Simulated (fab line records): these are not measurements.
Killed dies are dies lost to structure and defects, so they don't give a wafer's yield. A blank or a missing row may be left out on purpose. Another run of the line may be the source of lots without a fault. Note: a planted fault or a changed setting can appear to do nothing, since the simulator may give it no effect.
fab line records	flow sky130
record lots=5	wafers=15	last_day=50
route steps=708 shown LI_CONTACT@375 LOCAL_INTERCONNECT@387 PAD_OPEN@708
lots that met no fault: taken from a fault-free run of the same line
start_h: start of the lot's first displayed wafer, in hours after the record's first day	wait_h: hours since the lot's step before	" same as the row above	L1.1+2: one row covering several wafers at once	- value missing, or start not given	* or withheld: withheld	< > ~ a bound
route shown NAME@n: NAME is a module with steps in the file, n the number in the route of the first one	usual: mean and standard deviation over wafers with no fault	same: alike in all rows	chamber/n: place in a boat	sites: each site's reading	_std_site: their standard deviation	_edge_site: inner sites' mean taken away from outer sites' mean	radius_mm: for every site, how far away it sits from the centre of the wafer	mask NAME#n: copy n	behind: the tool/chamber that last shaped the wafer	hold: why the lot went on hold/how many hours it stayed there/how the hold came to an end	device: transistor that didn't switch, given as n, p or np	end of line: the tests these same wafers got at the end of their route	where a step has no rows: the recipe by itself	killed: not the wafer's yield, but the dies lost to structure and defects at the first sort	map: shows each die of a wafer: x if killed, . if not, _ if none is there
set.NAME: the run value of the setting; set.NAME@STEP: its run value at that earlier step	model.NAME: the simulator's own value behind a step, which no gauge read
certain route steps with their lots: each step a table, each wafer a row
services: a tool's chamber out of use, with start hour (start_h, from the record's first day; less than 0 if before it), hours out, and reason
## steps
# step SKY_LI_CONTACT_OVL_MEAS_13
# usual LI_CONTACT_OVL=-3/5.3
lot.wafer	tool	chamber	start_h	wait_h	LI_CONTACT_OVL[nm]
L859.1	overlay-02	-	700.25	0.1	-7
L859.5	"	-	"	"	-5
L859.6	"	-	"	"	-7
L865.1	overlay-02	-	724.32	0.1	3
L865.5	"	-	"	"	8
L865.6	"	-	"	"	-3
L872.2	overlay-02	-	815.21	0.1	-3
L872.3	"	-	"	"	-1
L872.4	"	-	"	"	-12
L873.1	overlay-02	-	821.11	0.1	-20
L873.3	"	-	"	"	-11
L873.6	"	-	"	"	-4
L881.3	overlay-01	-	867.82	0.1	0
L881.4	"	-	"	"	-5
L881.6	"	-	"	"	3
# step SKY_LI_CONTACT_ETCH_14
# recipe chemistry=N2/H2	target=BARC	ion_energy_ev=200	source_w=500	bias_w=102	pressure_mtorr=30	n2_flow_sccm=100	h2_flow_sccm=200	stop_on=SiO2	time_s=45.9	target_depth_a=600
# step SKY_LI_CONTACT_ETCH_15
# recipe target=PSG	chemistry=C4F8/O2/Ar	stop_on=Si	taper_deg=4.15	mask_material=KrF-thick	source_w=1500	bias_w=1200	pressure_mtorr=40	c4f8_flow_sccm=withheld	O2_flow_sccm=6	Ar_flow_sccm=300	time_s=withheld	target_depth_a=6000
# usual oes_product_au=0.837/0.0043
lot.wafer	tool	chamber	start_h	wait_h	oes_product_au
L859.1	rie_diel-03	3	700.33	0.0	0.833
L859.5	"	2	"	"	0.832
L859.6	"	1	"	"	0.834
L865.1	rie_diel-02	3	724.40	0.0	0.830
L865.5	"	3	"	"	0.845
L865.6	"	1	"	"	0.840
L872.2	rie_diel-04	3	815.29	0.0	0.835
L872.3	"	1	"	"	0.838
L872.4	"	2	"	"	0.844
L873.1	rie_diel-03	0	821.19	0.0	0.838
L873.3	"	1	"	"	0.824
L873.6	"	0	"	"	0.843
L881.3	rie_diel-02	3	867.89	0.0	0.831
L881.4	"	0	"	"	0.839
L881.6	"	0	"	"	0.830
# step SKY_LI_CONTACT_STRIP_16
# recipe chemistry=O2/N2	power_w=1400	pressure_mtorr=1500	platen_temp_c=withheld	o2_flow_sccm=3000	n2_flow_sccm=300	overash_fraction=0.5
# step SKY_LI_CONTACT_CLEAN_17
# recipe chemistry=NMP	time_s=600	temp_c=60	dry=n2_spin
# step SKY_LI_CONTACT_PRE_CLEAN_18
# recipe gas=Ar	time_s=5.6	bias_v=358
# step SKY_LI_CONTACT_SPUTTER_19
# recipe material=Ti	target_thk_nm=20	chamber_pressure_pa=5	power_w=2500	substrate_temp_c=200	time_s=106.37
# step SKY_LI_CONTACT_SPUTTER_20
# recipe material=TiN	target_thk_nm=20	chamber_pressure_pa=5	power_w=4000	time_s=80
# usual throttle_valve_pct=30.5/1
lot.wafer	tool	chamber	start_h	wait_h	throttle_valve_pct
L859.1	pvd_sputter-03	-	700.78	0.0	29.1
L859.5	"	-	"	"	29.9
L859.6	"	-	"	"	29.4
L865.1	pvd_sputter-04	-	724.86	0.0	30.1
L865.5	"	-	"	"	30.2
L865.6	"	-	"	"	29.0
L872.2	pvd_sputter-01	-	815.74	0.0	30.7
L872.3	"	-	"	"	32.4
L872.4	"	-	"	"	30.4
L873.1	pvd_sputter-01	-	821.68	0.0	31.5
L873.3	"	-	"	"	30.1
L873.6	"	-	"	"	32.3
L881.3	pvd_sputter-04	-	868.36	0.0	31.1
L881.4	"	-	"	"	29.1
L881.6	"	-	"	"	30.3
# step SKY_LI_CONTACT_CVD_21
# recipe material=W	target_thk_nm=400	time_s=120.56	temp_c=400	pressure_torr=40
# usual heater_power_w=930/130
lot.wafer	tool	chamber	start_h	wait_h	heater_power_w
L859.1	cvd_w-02	0	700.84	0.0	969
L859.5	"	0	"	"	980
L859.6	"	1	"	"	789
L865.1	cvd_w-02	0	724.92	0.0	970
L865.5	"	1	"	"	792
L865.6	"	0	"	"	995
L872.2	cvd_w-01	0	815.80	0.0	831
L872.3	"	0	"	"	835
L872.4	"	1	"	"	1125
L873.1	cvd_w-02	0	821.74	0.0	995
L873.3	"	1	"	"	803
L873.6	"	0	"	"	965
L881.3	cvd_w-02	1	868.46	0.1	818
L881.4	"	0	"	"	965
L881.6	"	1	"	"	798
# step SKY_LI_CONTACT_RS_MEAS_22
# recipe thk_meas_gauge=four-point-probe	reads=W_of_LI_CONTACT_CVD_21+TiN_of_LI_CONTACT_SPUTTER_20+Ti_of_LI_CONTACT_SPUTTER_19
# usual LI_CONTACT_W_RS=0.283/0.0047
lot.wafer	tool	chamber	start_h	wait_h	LI_CONTACT_W_RS[ohm/sq]
L859.1	film_metro-04	-	701.02	0.1	0.285
L859.5	"	-	"	"	0.287
L859.6	"	-	"	"	0.274
L865.1	film_metro-04	-	725.04	0.1	0.283
L865.5	"	-	"	"	0.274
L865.6	"	-	"	"	0.281
L872.2	film_metro-04	-	815.95	0.1	0.287
L872.3	"	-	"	"	0.285
L872.4	"	-	"	"	0.291
L873.1	film_metro-04	-	821.86	0.1	0.288
L873.3	"	-	"	"	0.276
L873.6	"	-	"	"	0.287
L881.3	film_metro-04	-	868.59	0.1	0.274
L881.4	"	-	"	"	0.281
L881.6	"	-	"	"	0.275
# step SKY_LI_CONTACT_THK_MEAS_23
# recipe thk_meas_gauge=xrf	reads=W_of_LI_CONTACT_CVD_21
# usual LI_CONTACT_W_THK=407/7.2
lot.wafer	tool	chamber	start_h	wait_h	LI_CONTACT_W_THK[nm]
L859.1	film_metro-04	-	701.14	0.1	407
L859.5	"	-	"	"	402
L859.6	"	-	"	"	419
L865.1	film_metro-04	-	725.16	0.1	409
L865.5	"	-	"	"	421
L865.6	"	-	"	"	410
L872.2	film_metro-04	-	816.06	0.1	400
L872.3	"	-	"	"	407
L872.4	"	-	"	"	398
L873.1	film_metro-04	-	821.98	0.1	400
L873.3	"	-	"	"	416
L873.6	"	-	"	"	405
L881.3	film_metro-04	-	868.69	0.1	420
L881.4	"	-	"	"	409
L881.6	"	-	"	"	420
# step SKY_LI_CONTACT_CMP_24
# recipe stop_on=PSG	t_overpolish_s=20	down_force_psi=3.5	platen_rpm=60	target_thk_nm=0	pad_velocity_m_s=0.94248
# usual motor_current_A=11.9/1.3	overpolish_run_s=20.002/0.0081	time_to_endpoint_s=97/3.4
lot.wafer	tool	chamber	start_h	wait_h	motor_current_A	overpolish_run_s	time_to_endpoint_s
L859.1	cmp-01	2	701.25	0.1	13.0	20.001	89
L859.5	"	1	"	"	10.2	19.991	93
L859.6	"	2	"	"	12.4	20.003	95
L865.1	cmp-01	3	725.22	0.1	13.9	20.003	95
L865.5	"	3	"	"	13.9	20.001	102
L865.6	"	0	"	"	10.1	20.004	97
L872.3	cmp-02	3	816.11	0.0	12.3	20.005	94
L872.4	"	0	"	"	10.2	19.991	96
L872.2	"	2	"	"	13.5	20.007	99
L873.3	cmp-02	0	822.09	0.1	11.1	20.004	98
L873.1	"	2	"	"	13.9	20.003	98
L873.6	"	3	"	"	12.1	20.001	96
L881.4	cmp-02	3	868.78	0.1	12.0	19.999	100
L881.3	"	0	"	"	10.1	19.997	103
L881.6	"	2	"	"	13.4	20.002	106
# step SKY_LOCAL_INTERCONNECT_SPUTTER_00
# recipe material=TiN	target_thk_nm=100	temp_c=300	power_w=6500	time_s=83.3	chamber_pressure_pa=0.4
# usual throttle_valve_pct=30.5/1.1
lot.wafer	tool	chamber	start_h	wait_h	throttle_valve_pct	model.TiN_of_LOCAL_INTERCONNECT_SPUTTER_00.thk_nm
L859.1	pvd_sputter-03	-	701.50	0.2	31.0	98.46
L859.5	"	-	"	"	29.5	99.67
L859.6	"	-	"	"	29.3	99.79
L865.1	pvd_sputter-02	-	725.52	0.2	32.0	101.4
L865.5	"	-	"	"	32.1	101.4
L865.6	"	-	"	"	29.2	102.5
L872.2	pvd_sputter-01	-	816.41	0.1	32.6	99.62
L872.3	"	-	"	"	31.1	99.2
L872.4	"	-	"	"	30.5	99.22
L873.1	pvd_sputter-02	-	822.34	0.1	30.2	100.9
L873.3	"	-	"	"	31.6	100.6
L873.6	"	-	"	"	31.6	99.97
L881.3	pvd_sputter-03	-	869.03	0.1	29.7	99.35
L881.4	"	-	"	"	29.2	99.44
L881.6	"	-	"	"	30.0	100.1
# step SKY_LOCAL_INTERCONNECT_RS_MEAS_01
# recipe thk_meas_gauge=four-point-probe	reads=TiN_of_LOCAL_INTERCONNECT_SPUTTER_00
# usual LOCAL_INTERCONNECT_TIN_RS=14.18/0.13
lot.wafer	tool	chamber	start_h	wait_h	LOCAL_INTERCONNECT_TIN_RS[ohm/sq]
L859.1	film_metro-02	-	701.56	0.0	14.32
L859.5	"	-	"	"	14.16
L859.6	"	-	"	"	14.16
L865.1	film_metro-02	-	725.59	0.0	13.92
L865.5	"	-	"	"	13.91
L865.6	"	-	"	"	13.75
L872.2	film_metro-04	-	816.54	0.1	14.20
L872.3	"	-	"	"	14.26
L872.4	"	-	"	"	14.26
L873.1	film_metro-02	-	822.41	0.0	14.01
L873.3	"	-	"	"	14.00
L873.6	"	-	"	"	14.13
L881.3	film_metro-02	-	869.13	0.1	14.20
L881.4	"	-	"	"	14.19
L881.6	"	-	"	"	14.12
# step SKY_LOCAL_INTERCONNECT_THK_MEAS_02
# recipe thk_meas_gauge=xrf	reads=TiN_of_LOCAL_INTERCONNECT_SPUTTER_00
# usual LOCAL_INTERCONNECT_TIN_THK=99.2/1
lot.wafer	tool	chamber	start_h	wait_h	LOCAL_INTERCONNECT_TIN_THK[nm]
L859.1	film_metro-02	-	701.68	0.1	98.4
L859.5	"	-	"	"	99.1
L859.6	"	-	"	"	99.3
L865.1	film_metro-02	-	725.71	0.1	101.1
L865.5	"	-	"	"	100.8
L865.6	"	-	"	"	102.0
L872.2	film_metro-04	-	816.65	0.1	99.0
L872.3	"	-	"	"	98.6
L872.4	"	-	"	"	98.7
L873.1	film_metro-02	-	822.53	0.1	101.3
L873.3	"	-	"	"	100.6
L873.6	"	-	"	"	99.9
L881.3	film_metro-02	-	869.23	0.1	99.0
L881.4	"	-	"	"	99.0
L881.6	"	-	"	"	99.8
# step SKY_LOCAL_INTERCONNECT_DEHYDRATE_03
# recipe temp_c=200	time_s=60
# step SKY_LOCAL_INTERCONNECT_HMDS_04
# recipe prime_time_s=60	prime_temp_c=120
# step SKY_LOCAL_INTERCONNECT_COAT_05
# recipe resist=BARC	temp_c=withheld	time_s=withheld	spin_rpm=3000	resist_thk_nm=60
# step SKY_LOCAL_INTERCONNECT_COAT_06
# recipe resist=KrF-thick	spin_rpm=3000	resist_thk_nm=450
# step SKY_LOCAL_INTERCONNECT_SOFTBAKE_07
# recipe temp_c=100	time_s=90	resist=KrF-thick
# step SKY_LOCAL_INTERCONNECT_EXPOSE_08
# recipe mask_id=LI1M	na=0.8	source_shape=annular	sigma_inner=0.55	sigma_outer=0.85	target_cd_nm=170	dose_mj=28
# step SKY_LOCAL_INTERCONNECT_PEB_09
# recipe peb_temp_c=withheld	peb_time_s=withheld	resist=KrF-thick
# step SKY_LOCAL_INTERCONNECT_DEVELOP_10
# recipe develop_time_s=60	resist=KrF-thick	dev_temp_c=21
# step SKY_LOCAL_INTERCONNECT_CD_MEAS_11
# recipe target_cd_nm=170
# usual cd_nm=169.9/1.5
lot.wafer	tool	chamber	start_h	wait_h	cd_nm
L859.1	cd_sem-02	-	729.63	-	171.9
L859.5	"	-	"	"	172.0
L859.6	"	-	"	"	170.6
L865.1	cd_sem-01	-	753.28	-	170.0
L865.5	"	-	"	"	169.7
L865.6	"	-	"	"	169.0
L872.2	cd_sem-02	-	843.86	-	171.5
L872.3	"	-	"	"	171.9
L872.4	"	-	"	"	171.9
L873.1	cd_sem-02	-	849.63	-	168.4
L873.3	"	-	"	"	169.5
L873.6	"	-	"	"	169.7
L881.3	cd_sem-02	-	895.48	-	171.3
L881.4	"	-	"	"	172.3
L881.6	"	-	"	"	171.8
# step SKY_LOCAL_INTERCONNECT_OVL_MEAS_12
# usual LOCAL_INTERCONNECT_OVL=-2/4.9
lot.wafer	tool	chamber	start_h	wait_h	LOCAL_INTERCONNECT_OVL[nm]
L859.1	overlay-01	-	729.75	0.1	-5
L859.5	"	-	"	"	-7
L859.6	"	-	"	"	-11
L865.1	overlay-01	-	753.40	0.1	-2
L865.5	"	-	"	"	-1
L865.6	"	-	"	"	2
L872.2	overlay-01	-	843.96	0.1	-6
L872.3	"	-	"	"	-2
L872.4	"	-	"	"	-5
L873.1	overlay-01	-	849.75	0.1	-6
L873.3	"	-	"	"	-13
L873.6	"	-	"	"	-10
L881.3	overlay-02	-	895.57	0.1	2
L881.4	"	-	"	"	-6
L881.6	"	-	"	"	-3
# step SKY_LOCAL_INTERCONNECT_ETCH_13
# recipe chemistry=N2/H2	target=BARC	ion_energy_ev=200	bias_w=100	pressure_mtorr=30	n2_flow_sccm=100	h2_flow_sccm=200	icp_w=500	stop_on=SiO2	time_s=45.9	target_depth_a=600
# step SKY_LOCAL_INTERCONNECT_METAL_ETCH_14
# recipe target_depth_nm=110	stop_on=PSG	chemistry=Cl2/BCl3	target=TiN	resist_sidewall_deg=88	pressure_mtorr=10	icp_w=900	bias_w=48.5	Cl2_flow_sccm=60	bcl3_flow_sccm=30	time_s=31.4
# usual drypump_motor_current_A=5.7/0.35	oes_product_au=0.938/0.0068	throttle_valve_pct=21.902/0.01
lot.wafer	tool	chamber	start_h	wait_h	drypump_motor_current_A	oes_product_au	rf_hours_counter_h	throttle_valve_pct	model.LOCAL_INTERCONNECT.feature_depth_nm	model.etch.depth_nm
L859.1	rie_metal-01	1	729.85	0.0	5.8	0.931	5	21.903	98.46	98.46
L859.5	"	1	"	"	5.8	0.939	-	21.913	99.67	99.67
L859.6	"	0	"	"	6.0	0.938	-	21.914	99.79	99.79
L865.1	rie_metal-01	1	753.50	0.0	5.8	0.946	6	21.897	101.4	101.4
L865.5	"	1	"	"	5.8	0.946	-	21.904	101.4	101.4
L865.6	"	0	"	"	6.0	0.949	-	21.874	102.5	102.5
L872.2	rie_metal-03	1	844.06	0.0	5.4	0.935	6	21.902	99.62	99.62
L872.3	"	0	"	"	6.0	0.939	-	21.895	99.2	99.2
L872.4	"	1	"	"	5.4	0.936	-	21.903	99.22	99.22
L873.1	rie_metal-03	0	849.85	0.0	6.0	0.956	14	21.883	100.9	100.9
L873.3	"	0	"	"	6.0	0.940	-	21.897	100.6	100.6
L873.6	"	1	"	"	5.4	0.946	-	21.924	99.97	99.97
L881.3	rie_metal-02	1	895.68	0.0	6.0	0.936	-	21.906	99.35	99.35
L881.4	"	0	"	"	5.1	0.937	-	21.890	99.44	99.44
L881.6	"	0	"	"	5.1	0.937	-	21.905	100.1	100.1
# step SKY_LOCAL_INTERCONNECT_STRIP_15
# recipe chemistry=O2/N2	power_w=1400	pressure_mtorr=1500	platen_temp_c=withheld	o2_flow_sccm=3000	n2_flow_sccm=300	overash_fraction=0.5
# usual drypump_motor_current_A=6.1/0.34	oes_product_au=0.427/0.0047	strip_time_to_endpoint_s=4.732/0.02
lot.wafer	tool	chamber	start_h	wait_h	drypump_motor_current_A	oes_product_au	rf_hours_counter_h	strip_time_to_endpoint_s
L859.1	plasma_asher-03	0	729.90	0.0	6.5	0.431	91	4.752
L859.5	"	1	"	"	6.0	0.426	-	4.758
L859.6	"	0	"	"	6.5	0.433	-	4.735
L865.1	plasma_asher-03	1	753.55	0.0	5.9	0.429	94	4.718
L865.5	"	1	"	"	5.9	0.425	-	4.740
L865.6	"	0	"	"	6.5	0.430	-	4.713
L872.2	plasma_asher-03	1	844.11	0.0	6.0	0.428	104	4.732
L872.3	"	1	"	"	5.9	0.416	-	4.701
L872.4	"	0	"	"	6.5	0.427	-	4.748
L873.1	plasma_asher-03	1	849.90	0.0	5.9	0.424	104	4.724
L873.3	"	1	"	"	5.9	0.421	-	4.724
L873.6	"	0	"	"	6.5	0.428	-	4.733
L881.3	plasma_asher-04	1	895.74	0.1	6.2	0.427	-	4.731
L881.4	"	0	"	"	6.3	0.430	-	4.726
L881.6	"	1	"	"	6.2	0.432	-	4.753
# step SKY_LOCAL_INTERCONNECT_STRIP_16
# recipe chemistry=post_etch_residue_remover	time_s=1200	temp_c=72.5
lot.wafer	tool	chamber	start_h	wait_h	model.TiN_of_LOCAL_INTERCONNECT_SPUTTER_00.thk_nm
L859.1	wet_bench-04	0	730.00	0.1	98.04
L859.5	"	0	"	"	99.25
L859.6	"	0	"	"	99.37
L865.1+5	wet_bench-01	2	753.65	0.1	101
L865.6	"	2	"	"	102.1
L872.2	wet_bench-01	2	844.21	0.1	99.2
L872.3	"	2	"	"	98.79
L872.4	"	2	"	"	98.81
L873.1	wet_bench-04	3	850.00	0.1	100.4
L873.3	"	3	"	"	100.2
L873.6	"	3	"	"	99.55
L881.3	wet_bench-04	2	895.81	0.0	98.93
L881.4	"	2	"	"	99.02
L881.6	"	2	"	"	99.64
# step SKY_LOCAL_INTERCONNECT_CLEAN_17
# recipe chemistry=IPA	time_s=180	temp_c=25
# step SKY_PAD_OPEN_PROBE_99
# usual killed_at_M0_to_M3=43/6.8	killed_at_M4_up=3.2/1.7	killed_at_contacts=24/5.6	killed_at_front_end=15/4.7	killed_at_other=0.3/0.59	killed_dies=86/10	killed_open=47/6.8	killed_short=39/6.4
# same gross_dies=492	killed_at_back_side=0
lot.wafer	tool	chamber	start_h	wait_h	killed_at_M0_to_M3	killed_at_M4_up	killed_at_contacts	killed_at_front_end	killed_at_other	killed_dies	killed_open	killed_short	model.etest.res_li.line_ohm_um	model.etest.res_li.rs_ohm_sq
L859.1	prober-01	-	1091.76	0.1	46	1	23	20	0	90	52	38	75.53	12.97
L859.5	prober-01	-	1091.96	0.2	51	3	23	20	0	97	55	42	74.4	12.71
L859.6	prober-01	-	1092.01	0.2	55	4	12	12	0	83	48	35	74.79	12.83
L865.1	prober-01	-	1111.35	0.1	39	6	31	18	2	96	52	41	73.59	12.53
L865.5	prober-01	-	1111.55	0.2	31	4	23	14	0	72	40	32	73.62	12.62
L865.6	prober-01	-	1111.60	0.2	53	5	28	13	0	99	49	49	73.28	12.51
L872.2	prober-01	-	1173.58	0.1	38	1	23	11	0	73	36	37	74.17	12.76
L872.3	prober-01	-	1173.63	0.2	43	5	24	10	0	82	45	37	74.56	12.89
L872.4	prober-01	-	1173.68	0.2	45	3	24	15	0	87	44	43	74.43	12.88
L873.1	prober-01	-	1182.06	0.1	33	3	23	9	0	68	40	28	74.55	12.65
L873.3	prober-01	-	1182.16	0.2	47	1	24	13	0	85	45	40	74.68	12.69
L873.6	prober-01	-	1182.31	0.2	43	2	27	13	0	85	37	48	75.08	12.76
L881.3	prober-01	-	1206.56	0.2	38	2	36	14	1	91	49	42	74.63	12.79
L881.4	prober-01	-	1206.61	0.2	48	5	28	12	0	93	52	41	73.94	12.83
L881.6	prober-01	-	1206.71	0.2	48	0	17	14	0	79	48	31	74	12.77
# killed by level:class
L859.1 VIA1:geometric_particle:open=12 VIA2:geometric_particle:open=8 CONTACT:geometric_particle:open=7 METAL2:geometric_particle:short=7 FIELD_ISO:geometric_particle:open=5 CONTACT:geometric_particle:short=5 LOCAL_INTERCONNECT:geometric_particle:short=5 VIA3:geometric_particle:open=5
L859.5 VIA1:geometric_particle:open=16 CONTACT:geometric_particle:open=10 FIELD_ISO:geometric_particle:open=8 VIA1:geometric_particle:short=8 METAL2:geometric_particle:short=7 VIA2:geometric_particle:open=6 LOCAL_INTERCONNECT:geometric_particle:short=5 FIELD_ISO:geometric_particle:short=4
L859.6 VIA1:geometric_particle:open=13 VIA1:geometric_particle:short=8 METAL2:geometric_particle:short=8 CONTACT:geometric_particle:open=6 VIA2:geometric_particle:open=6 VIA3:geometric_particle:open=6 METAL1:geometric_particle:short=5 METAL1:geometric_particle:open=5
L865.1 CONTACT:geometric_particle:open=9 LI_CONTACT:geometric_particle:open=8 VIA1:geometric_particle:open=8 FIELD_ISO:geometric_particle:open=6 POLY_GATE:geometric_particle:short=5 CONTACT:geometric_particle:short=5 METAL1:geometric_particle:short=5 VIA2:geometric_particle:open=5
L865.5 CONTACT:geometric_particle:open=10 VIA1:geometric_particle:open=9 LOCAL_INTERCONNECT:geometric_particle:short=7 VIA3:geometric_particle:open=6 POLY_GATE:geometric_particle:open=4 METAL2:geometric_particle:short=4 VIA3:geometric_particle:short=4 FIELD_ISO:geometric_particle:open=3
L865.6 CONTACT:geometric_particle:open=16 METAL1:geometric_particle:short=13 VIA3:geometric_particle:open=8 VIA1:geometric_particle:open=7 FIELD_ISO:geometric_particle:open=6 LI_CONTACT:geometric_particle:short=5 VIA3:geometric_particle:short=5 METAL4:geometric_particle:short=5
L872.2 VIA1:geometric_particle:open=8 CONTACT:geometric_particle:open=8 METAL1:geometric_particle:short=6 VIA1:geometric_particle:short=6 METAL2:geometric_particle:short=6 CONTACT:geometric_particle:short=5 LOCAL_INTERCONNECT:geometric_particle:short=5 FIELD_ISO:geometric_particle:short=4
L872.3 CONTACT:geometric_particle:open=12 VIA2:geometric_particle:open=9 METAL2:geometric_particle:short=7 VIA3:geometric_particle:open=6 VIA1:geometric_particle:open=6 FIELD_ISO:geometric_particle:short=4 LI_CONTACT:geometric_particle:open=4 LOCAL_INTERCONNECT:geometric_particle:short=4
L872.4 VIA1:geometric_particle:open=10 CONTACT:geometric_particle:open=7 VIA2:geometric_particle:open=7 LI_CONTACT:geometric_particle:open=6 METAL1:geometric_particle:short=6 FIELD_ISO:geometric_particle:open=5 POLY_GATE:geometric_particle:short=5 VIA3:geometric_particle:open=5
L873.1 CONTACT:geometric_particle:open=10 VIA1:geometric_particle:open=5 VIA2:geometric_particle:open=5 METAL1:geometric_particle:short=5 VIA3:geometric_particle:open=5 LI_CONTACT:geometric_particle:open=4 LI_CONTACT:geometric_particle:short=4 VIA1:geometric_particle:short=4
L873.3 VIA1:geometric_particle:open=8 CONTACT:geometric_particle:open=8 VIA3:geometric_particle:open=8 LOCAL_INTERCONNECT:geometric_particle:short=6 VIA3:geometric_particle:short=6 METAL1:geometric_particle:short=6 METAL2:geometric_particle:short=6 LI_CONTACT:geometric_particle:open=5
L873.6 CONTACT:geometric_particle:open=10 VIA1:geometric_particle:short=9 METAL1:geometric_particle:short=8 LI_CONTACT:geometric_particle:open=7 POLY_GATE:geometric_particle:short=6 VIA2:geometric_particle:short=5 LOCAL_INTERCONNECT:geometric_particle:short=5 VIA2:geometric_particle:open=5
L881.3 LI_CONTACT:geometric_particle:open=11 CONTACT:geometric_particle:open=9 CONTACT:geometric_particle:short=8 VIA1:geometric_particle:open=7 FIELD_ISO:geometric_particle:short=6 FIELD_ISO:geometric_particle:open=5 VIA1:geometric_particle:short=5 VIA3:geometric_particle:open=5
L881.4 CONTACT:geometric_particle:open=10 VIA1:geometric_particle:open=8 METAL1:geometric_particle:short=7 LI_CONTACT:geometric_particle:open=6 VIA2:geometric_particle:open=6 POLY_GATE:geometric_particle:open=5 VIA2:geometric_particle:short=5 VIA1:geometric_particle:short=5
L881.6 VIA1:geometric_particle:open=12 VIA3:geometric_particle:open=10 METAL2:geometric_particle:short=9 LI_CONTACT:geometric_particle:open=6 CONTACT:geometric_particle:open=5 FIELD_ISO:geometric_particle:open=4 POLY_GATE:geometric_particle:short=4 METAL3:geometric_particle:short=4
## services
tool	chamber	start_h	hours	kind
rie_diel-02	2	690.19	8.0	repair
cvd_w-02	0	696.64	3.7	repair
rie_diel-02	-	710.68	1.8	repair
pvd_sputter-03	-	714.41	1.3	repair
pvd_sputter-03	-	716.47	3.3	repair
rie_diel-02	0	723.26	17.5	repair
cmp-02	-	724.36	3.5	repair
rie_diel-03	-	730.20	2.8	pm
cmp-01	-	731.33	0.4	repair
cvd_w-02	-	732.74	0.5	repair
cmp-02	-	738.57	1.0	repair
wet_bench-04	-	738.75	2.2	repair
rie_metal-03	1	742.31	1.0	repair
cmp-02	-	744.00	4.0	pm
pvd_sputter-04	-	748.21	2.4	repair
wet_bench-04	-	752.35	2.9	repair
pvd_sputter-04	-	765.86	0.5	repair
rie_metal-03	-	788.47	15.6	pm
cmp-01	-	792.24	4.7	pm
pvd_sputter-02	-	803.55	0.5	repair
rie_diel-03	3	809.12	12.9	repair
rie_metal-01	1	817.35	4.6	repair
cmp-01	-	819.24	15.2	pm
plasma_asher-03	-	868.46	1.5	repair
## key
first_sign step=SKY_LOCAL_INTERCONNECT_RS_MEAS_01	reading=LOCAL_INTERCONNECT_TIN_RS	direction=down	sigmas=2.5	usual=14.18	struck=13.86
effect step=SKY_LOCAL_INTERCONNECT_THK_MEAS_02	reading=LOCAL_INTERCONNECT_TIN_THK	direction=up	sigmas=2.1	usual=99.2	struck=101.3
model_effect step=SKY_LOCAL_INTERCONNECT_SPUTTER_00	value=TiN_of_LOCAL_INTERCONNECT_SPUTTER_00.thk_nm	without=98.99	struck=101.8
model_effect step=SKY_LOCAL_INTERCONNECT_METAL_ETCH_14	value=LOCAL_INTERCONNECT.feature_depth_nm	without=98.99	struck=101.8
model_effect step=SKY_LOCAL_INTERCONNECT_STRIP_16	value=TiN_of_LOCAL_INTERCONNECT_SPUTTER_00.thk_nm	without=98.56	struck=101.3
model_effect step=SKY_PAD_OPEN_PROBE_99	value=etest.res_li.line_ohm_um	without=75.55	struck=73.5
met_at SKY_LOCAL_INTERCONNECT_SPUTTER_00
struck_wafers L865.1,L865.5,L865.6
tester_left_out L865
also_fits SKY_LI_CONTACT_CMP_24:cmp-01
fault kind=process_parameter_drift	tool=pvd_sputter-02	chamber=-	onset_h=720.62	steps=SKY_LOCAL_INTERCONNECT_SPUTTER_00	channel=time_s	offset=*	shape=step	end_h=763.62	acts_in=*	stated=*
# tester_left_out: of these lots the tester's yield and bins aren't shown, on N5 and GAA mostly nor the transistor test; their killed dies are dies lost to structure and defects alone, not to doping, threshold or leakage, so they don't give the yield
